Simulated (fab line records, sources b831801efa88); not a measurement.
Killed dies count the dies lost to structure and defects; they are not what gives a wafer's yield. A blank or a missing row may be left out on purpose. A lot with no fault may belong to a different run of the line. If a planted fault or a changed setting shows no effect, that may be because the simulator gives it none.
fab line records	flow sky130
record lots=6	wafers=18	last_day=50
route steps=708 shown VT_ADJUST_NCORE@129 VT_ADJUST_HVTR@131 VT_ADJUST_PCH@143 SONOS_TUNNEL@154
lots with no fault: from the same line, run without faults
start_h: the number of hours between the record's first day and the start of the first shown wafer of the lot	wait_h: hours elapsed since this lot's preceding step	" as in the row above	L1.1+2: a single row standing in for several wafers	- no value present, or no start provided	* or withheld: withheld	< > ~ a bound
route shown NAME@n: NAME is a module with steps in the file, n the number in the route of the first one	usual: mean and standard deviation over wafers with no fault	same: alike in all rows	chamber/n: place in a boat	sites: each site's reading	_std_site: standard deviation of those values	_edge_site: outer sites' mean less inner sites'	radius_mm: for every site, how far away it sits from the centre of the wafer	mask NAME#n: copy n	behind: the most recent tool/chamber to have shaped the wafer	hold: the reason the lot was held/the length of the hold in hours/how it ended	device: names the non-switching transistor (n, p or np)	end of line: the route-end tests of the same wafers	for a step that has no rows: nothing shown but its recipe	killed: not the wafer's yield, but the dies lost to structure and defects at the first sort	map: shows each die of a wafer: x if killed, . if not, _ if none is there
set.NAME: the setting the step ran with; set.NAME@STEP: the setting that earlier step ran with	model.NAME: the simulator's own value behind a step, which no gauge read
lots seen at some steps along the route; tables by step, rows by wafer
services: when a tool's chamber went out of use (start_h, in hours from the record's first day, below 0 if earlier), for how many hours, and the reason
## steps
# step SKY_VT_ADJUST_NCORE_STRIP_10
# recipe chemistry=O2/N2	power_w=1400	pressure_mtorr=1500	platen_temp_c=withheld	o2_flow_sccm=3000	n2_flow_sccm=300	overash_fraction=0.5
# usual chamber_pressure_mTorr=1499.9/1.4	drypump_motor_current_A=5.6/0.39	oes_product_au=0.716/0.005	strip_time_to_endpoint_s=14.17/0.045
lot.wafer	tool	chamber	start_h	wait_h	chamber_pressure_mTorr	drypump_motor_current_A	oes_product_au	rf_hours_counter_h	strip_time_to_endpoint_s
L829.1	plasma_asher-04	0	194.71	0.1	1498.8	5.4	0.718	7	14.25
L829.3	"	1	"	"	1499.5	5.8	0.724	-	14.24
L829.5	"	0	"	"	1499.9	5.4	0.708	-	14.25
L838.2	plasma_asher-02	1	262.11	0.1	1501.2	5.7	0.715	56	14.18
L838.4	"	1	"	"	1500.9	5.7	0.715	-	14.23
L838.6	"	0	"	"	1501.2	6.1	0.726	-	14.19
L839.2	plasma_asher-04	1	270.40	0.1	1500.7	5.8	0.706	15	14.16
L839.5	"	0	"	"	1498.1	5.4	0.721	-	14.17
L839.6	"	1	"	"	1502.7	5.8	0.724	-	14.16
L840.1	plasma_asher-02	1	277.50	0.1	1500.7	5.7	0.710	58	14.15
L840.2	"	0	"	"	1498.7	6.1	0.716	58	14.16
L840.5	"	1	"	"	1498.1	5.7	0.716	-	14.15
L846.2	plasma_asher-04	0	317.95	0.1	1498.5	5.4	0.711	19	14.20
L846.4	"	0	"	"	1498.9	5.4	0.715	-	14.15
L846.5	"	0	"	"	1502.0	5.4	0.717	-	14.16
L849.4	plasma_asher-03	0	339.33	0.1	1500.4	4.9	0.722	-	14.16
L849.5	"	0	"	"	1499.3	4.9	0.710	-	14.20
L849.6	"	1	"	"	1499.6	5.7	0.718	-	14.19
# step SKY_VT_ADJUST_NCORE_TW_MEAS_11
# usual VT_ADJUST_NCORE_TW=220.0/1.3
lot.wafer	tool	chamber	start_h	wait_h	VT_ADJUST_NCORE_TW
L829.1	film_metro-02	-	194.81	0.1	222.3
L829.3	"	-	"	"	221.2
L829.5	"	-	"	"	221.3
L838.2	film_metro-03	-	262.22	0.1	218.5
L838.4	"	-	"	"	219.3
L838.6	"	-	"	"	218.6
L839.2	film_metro-04	-	270.51	0.1	218.9
L839.5	"	-	"	"	218.8
L839.6	"	-	"	"	220.0
L840.1	film_metro-04	-	277.60	0.1	219.5
L840.2	"	-	"	"	219.1
L840.5	"	-	"	"	219.4
L846.2	film_metro-03	-	318.06	0.1	221.9
L846.4	"	-	"	"	221.9
L846.5	"	-	"	"	221.3
L849.4	film_metro-04	-	339.43	0.1	217.5
L849.5	"	-	"	"	217.2
L849.6	"	-	"	"	218.3
# step SKY_VT_ADJUST_HVTR_DEHYDRATE_00
# recipe temp_c=200	time_s=60
# step SKY_VT_ADJUST_HVTR_HMDS_01
# recipe prime_time_s=60	prime_temp_c=120
# step SKY_VT_ADJUST_HVTR_COAT_02
# recipe resist=NOVOLAK	spin_rpm=3000	resist_thk_nm=1140
# step SKY_VT_ADJUST_HVTR_SOFTBAKE_03
# recipe temp_c=90	time_s=60	resist=NOVOLAK
# step SKY_VT_ADJUST_HVTR_EXPOSE_04
# recipe mask_id=HVTRM	target_cd_nm=380	na=0.6	source_shape=conventional	sigma_outer=0.6	dose_mj=150
# step SKY_VT_ADJUST_HVTR_PEB_05
# recipe temp_c=withheld	time_s=*	resist=NOVOLAK
# step SKY_VT_ADJUST_HVTR_DEVELOP_06
# recipe develop_time_s=60	dev_temp_c=23
# step SKY_VT_ADJUST_HVTR_CD_MEAS_07
# recipe target_cd_nm=380
# usual cd_nm=380.4/2
lot.wafer	tool	chamber	start_h	wait_h	cd_nm
L829.1	cd_sem-01	-	216.34	0.2	377.4
L829.3	"	-	"	"	378.7
L829.5	"	-	"	"	377.5
L838.2	cd_sem-01	-	286.36	0.1	383.5
L838.4	"	-	"	"	379.1
L838.6	"	-	"	"	379.8
L839.2	cd_sem-02	-	295.69	0.1	376.3
L839.5	"	-	"	"	378.5
L839.6	"	-	"	"	377.8
L840.1	cd_sem-01	-	302.65	0.1	382.9
L840.2	"	-	"	"	384.1
L840.5	"	-	"	"	382.1
L846.2	cd_sem-02	-	344.27	0.1	381.2
L846.4	"	-	"	"	382.1
L846.5	"	-	"	"	379.4
L849.4	cd_sem-02	-	367.81	0.1	384.3
L849.5	"	-	"	"	381.3
L849.6	"	-	"	"	384.1
# step SKY_VT_ADJUST_HVTR_OVL_MEAS_08
# usual VT_ADJUST_HVTR_OVL=1.8/1.7
lot.wafer	tool	chamber	start_h	wait_h	VT_ADJUST_HVTR_OVL[nm]
L829.1	overlay-02	-	216.46	0.1	1.5
L829.3	"	-	"	"	2.4
L829.5	"	-	"	"	2.7
L838.2	overlay-02	-	286.47	0.1	0.1
L838.4	"	-	"	"	-1.6
L838.6	"	-	"	"	0.9
L839.2	overlay-02	-	295.80	0.1	2.6
L839.5	"	-	"	"	0.4
L839.6	"	-	"	"	3.2
L840.1	overlay-01	-	302.77	0.1	1.6
L840.2	"	-	"	"	1.4
L840.5	"	-	"	"	3.0
L846.2	overlay-02	-	344.38	0.1	2.7
L846.4	"	-	"	"	1.6
L846.5	"	-	"	"	2.7
L849.4	overlay-01	-	367.89	0.1	3.6
L849.5	"	-	"	"	4.0
L849.6	"	-	"	"	3.8
# step SKY_VT_ADJUST_HVTR_IMPLANT_09
# recipe species=B	energy_kev=10	dose_cm2=2.1e+12	tilt_deg=withheld
# step SKY_VT_ADJUST_HVTR_STRIP_10
# recipe chemistry=O2/N2	power_w=1400	pressure_mtorr=1500	platen_temp_c=withheld	o2_flow_sccm=3000	n2_flow_sccm=300	overash_fraction=0.5
# usual chamber_pressure_mTorr=1500.0/1.5	drypump_motor_current_A=5.8/0.53	oes_product_au=0.716/0.005	strip_time_to_endpoint_s=14.17/0.038
lot.wafer	tool	chamber	start_h	wait_h	chamber_pressure_mTorr	drypump_motor_current_A	oes_product_au	rf_hours_counter_h	strip_time_to_endpoint_s	model.NOVOLAK_of_VT_ADJUST_HVTR_COAT_02.thk_nm
L829.1	plasma_asher-01	0	216.65	0.1	1501.8	6.6	0.718	43	14.19	0
L829.3	"	0	"	"	1499.0	6.6	0.711	-	14.16	0
L829.5	"	1	"	"	1501.0	6.1	0.707	-	14.18	0
L838.2	plasma_asher-04	1	286.65	0.1	-	-	-	-	-	1141
L838.4	"	1	"	"	-	-	-	-	-	1145
L838.6	"	1	"	"	-	-	-	-	-	1143
L839.2	plasma_asher-03	1	295.98	0.1	-	-	-	-	-	1139
L839.5	"	1	"	"	-	-	-	-	-	1139
L839.6	"	0	"	"	-	-	-	-	-	1141
L840.1	plasma_asher-03	0	302.96	0.1	1500.2	4.9	0.716	60	14.14	0
L840.2	"	1	"	"	1501.4	5.7	0.721	60	14.19	0
L840.5	"	0	"	"	1500.9	4.8	0.719	-	14.12	0
L846.2	plasma_asher-04	0	344.56	0.1	1499.9	5.4	0.715	22	14.17	0
L846.4	"	0	"	"	1499.0	5.4	0.716	-	14.17	0
L846.5	"	0	"	"	1498.9	5.4	0.726	-	14.22	0
L849.4	plasma_asher-04	1	368.09	0.1	1500.5	5.8	0.711	-	14.12	0
L849.5	"	1	"	"	1500.1	5.8	0.714	-	14.14	0
L849.6	"	0	"	"	1497.6	5.4	0.708	-	14.12	0
# step SKY_VT_ADJUST_HVTR_TW_MEAS_11
# usual VT_ADJUST_HVTR_TW=211.9/1.1
lot.wafer	tool	chamber	start_h	wait_h	VT_ADJUST_HVTR_TW
L829.1	film_metro-02	-	216.75	0.1	213.1
L829.3	"	-	"	"	212.4
L829.5	"	-	"	"	212.2
L838.2	film_metro-02	-	286.79	0.1	211.1
L838.4	"	-	"	"	211.1
L838.6	"	-	"	"	212.1
L839.2	film_metro-01	-	296.09	0.1	211.9
L839.5	"	-	"	"	212.0
L839.6	"	-	"	"	212.7
L840.1	film_metro-02	-	303.06	0.1	211.9
L840.2	"	-	"	"	211.7
L840.5	"	-	"	"	210.6
L846.2	film_metro-02	-	344.67	0.1	211.0
L846.4	"	-	"	"	212.2
L846.5	"	-	"	"	211.9
L849.4	film_metro-03	-	368.19	0.1	211.9
L849.5	"	-	"	"	212.0
L849.6	"	-	"	"	211.5
# step SKY_VT_ADJUST_PCH_DEHYDRATE_00
# recipe temp_c=200	time_s=60
# step SKY_VT_ADJUST_PCH_HMDS_01
# recipe prime_time_s=60	prime_temp_c=120
# step SKY_VT_ADJUST_PCH_COAT_02
# recipe spin_rpm=2000	resist_thk_nm=3000
# step SKY_VT_ADJUST_PCH_SOFTBAKE_03
# recipe temp_c=110	time_s=withheld
# step SKY_VT_ADJUST_PCH_EXPOSE_04
# recipe mask_id=NWM	na=0.6	source_shape=conventional	sigma_outer=0.6	polarization=unpolarized	target_cd_nm=840	dose_mj=255
# step SKY_VT_ADJUST_PCH_PEB_05
# recipe temp_c=115	time_s=withheld
# step SKY_VT_ADJUST_PCH_DEVELOP_06
# recipe wall_angle_deg=90	developer=TMAH	develop_time_s=60	dev_temp_c=23
# step SKY_VT_ADJUST_PCH_OVL_MEAS_07
# usual VT_ADJUST_PCH_OVL=-0.5/1.1
lot.wafer	tool	chamber	start_h	wait_h	VT_ADJUST_PCH_OVL[nm]
L829.1	overlay-01	-	240.15	-	-1.1
L829.3	"	-	"	"	-1.9
L829.5	"	-	"	"	-0.7
L838.2	overlay-01	-	312.75	-	0.5
L838.4	"	-	"	"	-0.1
L838.6	"	-	"	"	-0.4
L839.2	overlay-01	-	322.35	-	0.2
L839.5	"	-	"	"	-0.9
L839.6	"	-	"	"	-1.4
L840.1	overlay-02	-	328.59	-	-1.0
L840.2	"	-	"	"	0.1
L840.5	"	-	"	"	-1.1
L846.2	overlay-01	-	372.60	-	0.5
L846.4	"	-	"	"	1.6
L846.5	"	-	"	"	0.0
L849.4	overlay-01	-	397.54	-	0.1
L849.5	"	-	"	"	-1.3
L849.6	"	-	"	"	-0.1
# step SKY_VT_ADJUST_PCH_IMPLANT_08
# recipe species=B	energy_kev=10	dose_cm2=5e+11	tilt_deg=withheld
# step SKY_VT_ADJUST_PCH_STRIP_09
# recipe chemistry=O2/N2	power_w=1400	pressure_mtorr=1500	platen_temp_c=withheld	o2_flow_sccm=3000	n2_flow_sccm=300	overash_fraction=0.5
# usual chamber_pressure_mTorr=1500.0/1.3	drypump_motor_current_A=5.9/0.33	oes_product_au=0.722/0.0044	strip_time_to_endpoint_s=36.88/0.11
lot.wafer	tool	chamber	start_h	wait_h	chamber_pressure_mTorr	drypump_motor_current_A	oes_product_au	rf_hours_counter_h	strip_time_to_endpoint_s
L829.1	plasma_asher-02	0	240.33	0.1	1498.9	6.1	0.726	54	36.76
L829.3	"	1	"	"	1498.6	5.8	0.719	-	36.82
L829.5	"	1	"	"	1500.6	5.8	0.713	-	36.82
L838.2	plasma_asher-01	0	312.93	0.1	1500.9	6.6	0.728	52	53.61
L838.4	"	0	"	"	1496.9	6.6	0.722	-	53.70
L838.6	"	0	"	"	1498.7	6.6	0.730	-	53.73
L839.2	plasma_asher-02	0	322.53	0.1	1498.3	6.1	0.726	62	53.72
L839.5	"	0	"	"	1498.2	6.1	0.723	-	53.69
L839.6	"	1	"	"	1498.9	5.7	0.735	-	53.64
L840.1	plasma_asher-02	1	328.78	0.1	1502.2	5.7	0.725	63	36.94
L840.2	"	0	"	"	1499.1	6.1	0.727	63	37.01
L840.5	"	0	"	"	1500.5	6.1	0.723	-	37.14
L846.2	plasma_asher-02	0	372.78	0.1	1499.7	6.1	0.724	66	36.89
L846.4	"	1	"	"	1500.9	5.8	0.725	-	36.76
L846.5	"	0	"	"	1501.7	6.1	0.724	-	36.85
L849.4	plasma_asher-04	1	397.74	0.1	1503.8	5.8	0.727	-	36.95
L849.5	"	0	"	"	1499.8	5.4	0.731	-	36.81
L849.6	"	1	"	"	1500.2	5.8	0.721	-	36.86
# step SKY_VT_ADJUST_PCH_TW_MEAS_10
# usual VT_ADJUST_PCH_TW=143.1/0.74
lot.wafer	tool	chamber	start_h	wait_h	VT_ADJUST_PCH_TW
L829.1	film_metro-01	-	240.43	0.1	143.5
L829.3	"	-	"	"	143.8
L829.5	"	-	"	"	143.5
L838.2	film_metro-02	-	313.04	0.1	30.0
L838.4	"	-	"	"	30.0
L838.6	"	-	"	"	30.0
L839.2	film_metro-02	-	322.64	0.1	30.0
L839.5	"	-	"	"	29.9
L839.6	"	-	"	"	29.9
L840.1	film_metro-02	-	328.88	0.1	142.5
L840.2	"	-	"	"	142.7
L840.5	"	-	"	"	142.7
L846.2	film_metro-04	-	372.89	0.1	141.6
L846.4	"	-	"	"	142.4
L846.5	"	-	"	"	142.1
L849.4	film_metro-02	-	397.84	0.1	143.0
L849.5	"	-	"	"	143.0
L849.6	"	-	"	"	142.6
# step SKY_SONOS_TUNNEL_DEHYDRATE_00
# recipe temp_c=200	time_s=60
## services
tool	chamber	start_h	hours	kind
plasma_asher-01	-	188.90	2.5	repair
plasma_asher-02	-	313.45	2.8	repair
plasma_asher-02	-	340.03	12.6	pm
## key
first_sign step=SKY_VT_ADJUST_HVTR_STRIP_10	reading=tool_record	direction=missing
effect step=SKY_VT_ADJUST_PCH_STRIP_09	reading=strip_time_to_endpoint_s	direction=up	sigmas=99+	usual=*	struck=*
effect step=SKY_VT_ADJUST_PCH_TW_MEAS_10	reading=VT_ADJUST_PCH_TW	direction=down	sigmas=99+	usual=143.1	struck=30.0
model_effect step=SKY_VT_ADJUST_HVTR_STRIP_10	value=NOVOLAK_of_VT_ADJUST_HVTR_COAT_02.thk_nm	without=0	struck=1141
met_at SKY_VT_ADJUST_HVTR_STRIP_10
struck_wafers L838.2,L838.4,L838.6,L839.2,L839.5,L839.6
sort_left_out L838.2,L838.4,L838.6,L839.2,L839.5,L839.6
tester_left_out L838,L839
fault kind=skipped_step_whole	tool=plasma_asher-03,plasma_asher-04	chamber=-	onset_h=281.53	steps=SKY_VT_ADJUST_HVTR_STRIP_10	scope=struck_lots_only
# tester_left_out: of these lots the tester's yield and bins aren't shown, on N5 and GAA mostly nor the transistor test; their killed dies are dies lost to structure and defects alone, not to doping, threshold or leakage, so they don't give the yield
# sort_left_out: the simulated sort isn't trusted on such a fault, so these wafers' sort isn't shown, and their yield isn't known
